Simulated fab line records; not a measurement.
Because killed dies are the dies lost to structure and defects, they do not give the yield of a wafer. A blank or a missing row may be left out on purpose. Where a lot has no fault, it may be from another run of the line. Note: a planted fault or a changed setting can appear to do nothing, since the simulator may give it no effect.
Comparing a struck lot with a sound one / flow sky130 / 15 steps out of a route of 708
Sound: wafers L588.1, L588.3, L588.4. Wafers L597.2, L597.4, L597.5 were the ones struck. Last of all comes the cause.
Per side, at each step with rows, come the tool, then ch with its chambers, and then its first start. Under that, the readings that differ: sound wafers / struck wafers / difference of the means / sigmas: that difference in standard deviations of wafers without a fault.
alike: readings with means less than 2 such deviations apart, plus words and numbers identical on both sides. not compared: withheld readings, readings lacking a value on some wafer, bounds such as >300 that could conceal the same value, and numbers that have no deviation in the record and whose values overlap.
A row with sigmas, a row that says differs or no value, or rows on one side alone: a step with any of these is where the two part. Numbers that have no deviation but don't overlap get no sigmas and don't part them. A reading that every wafer of one side lacks parts them only if that side has two wafers or more.

first, 1 step without rows for these wafers: SKY_PWDE_IMPLANT_08.
SKY_PWDE_STRIP_09: strips in O2/N2.
  sound on plasma asher-02 ch 0,1, day 5 12:50; struck on plasma asher-03 ch 0,1, day 7 17:02
reading=strip time to endpoint s (s); sound=36.75 36.74 36.81; struck=36.98 36.98 36.95; difference=+0.20; sigmas=+2
  alike: drypump motor current A, oes product au
  not compared: rf hours counter h
SKY_PWDE_TW_MEAS_10:
  sound on film metro-01 at day 5 12:56; struck on film metro-03 at day 7 17:09
  alike: PWDE_TW
then, 7 steps without rows for these wafers: SKY_NWELL_DEHYDRATE_03 (time 60 s); SKY_NWELL_HMDS_04 (prime time 60 s); SKY_NWELL_COAT_05 (resist thk 3000 nm); SKY_NWELL_SOFTBAKE_06; SKY_NWELL_EXPOSE_07 (exposes mask NWM, target cd 840 nm); SKY_NWELL_PEB_08; SKY_NWELL_DEVELOP_09 (develop time 60 s).
SKY_NWELL_OVL_MEAS_10:
  sound on overlay-02 at day 6 08:28; struck on overlay-02 at day 8 12:34
reading=NWELL_00_OVL (nm); sound=-3.7 -2.3 -2.6; struck=1.2 0.3 1.6; difference=+3.9; sigmas=+3
then, 1 step without rows for these wafers: SKY_NWELL_IMPLANT_11.
SKY_NWELL_IMPLANT_12:
  sound on implanter-03 ch 0, day 6 08:38; struck on implanter-01 ch 0, day 8 12:46
reading=dose ions cm2; sound=1.2987e+12 1.2997e+12 1.2994e+12; struck=1.4299e+12 1.4294e+12 1.4306e+12; difference=+1.3070e+11; sigmas=+99 or more
reading=faraday current uA; sound=7.20 7.55 7.59; struck=7.67 8.17 8.09; difference=+0.53; sigmas=+4
  alike: beam on s
then, 1 step without rows for these wafers: SKY_NWELL_IMPLANT_13.
-- the record jumps here: 42 days lie between the struck wafers' starts before and after (it left off in module NWELL and takes up again in module PAD_OPEN, whose first step shown is number 708 of the route) --
SKY_PAD_OPEN_PROBE_99:
  sound on prober-01 at day 48 00:50; struck on prober-02 at day 50 04:29
reading=model.etest.pfet g5v0d10v5.off log10 a um; sound=-12.21 -12.23 -12.29; struck=-12.94 -12.88 -13.21; difference=-0.77; sigmas=
reading=model.etest.pfet_01v8_lvt.off log10 a um; sound=-8.806 -8.647 -8.896; struck=-9.343 -9.074 -9.061; difference=-0.376; sigmas=
reading=model.etest.pfet g5v0d10v5.vt sat v (V); sound=-0.6016 -0.5911 -0.6168; struck=-0.6693 -0.673 -0.7093; difference=-0.0807; sigmas=
reading=model.etest.pfet_16v.vt v (V); sound=-1.081 -1.086 -1.084; struck=-1.133 -1.122 -1.133; difference=-0.046; sigmas=
reading=model.etest.pfet g5v0d10v5.vt long v (V); sound=-0.9188 -0.9244 -0.9174; struck=-0.9507 -0.9521 -0.9496; difference=-0.0306; sigmas=
reading=model.etest.pfet_01v8_lvt.vt sat v (V); sound=-0.433 -0.4235 -0.4248; struck=-0.4681 -0.4561 -0.4612; difference=-0.0347; sigmas=
reading=model.etest.pfet_01v8_lvt.vt v (V); sound=-0.5249 -0.5174 -0.5188; struck=-0.554 -0.5473 -0.5497; difference=-0.030; sigmas=
reading=model.etest.pfet_01v8_lvt.vt long v (V); sound=-0.6421 -0.6393 -0.6397; struck=-0.6713 -0.6638 -0.6666; difference=-0.0269; sigmas=
  alike: killed_at_M0_to_M3, killed_at_M4_up, killed at contacts, killed at front end, killed at other, killed dies, killed open, killed short

## WHERE THEY PART
First at SKY_PWDE_STRIP_09; last, within this record, at SKY_NWELL_IMPLANT_12. Later steps at which nothing parts them and some readings are alike: SKY_PAD_OPEN_PROBE_99.

WHY: what the simulator had put in
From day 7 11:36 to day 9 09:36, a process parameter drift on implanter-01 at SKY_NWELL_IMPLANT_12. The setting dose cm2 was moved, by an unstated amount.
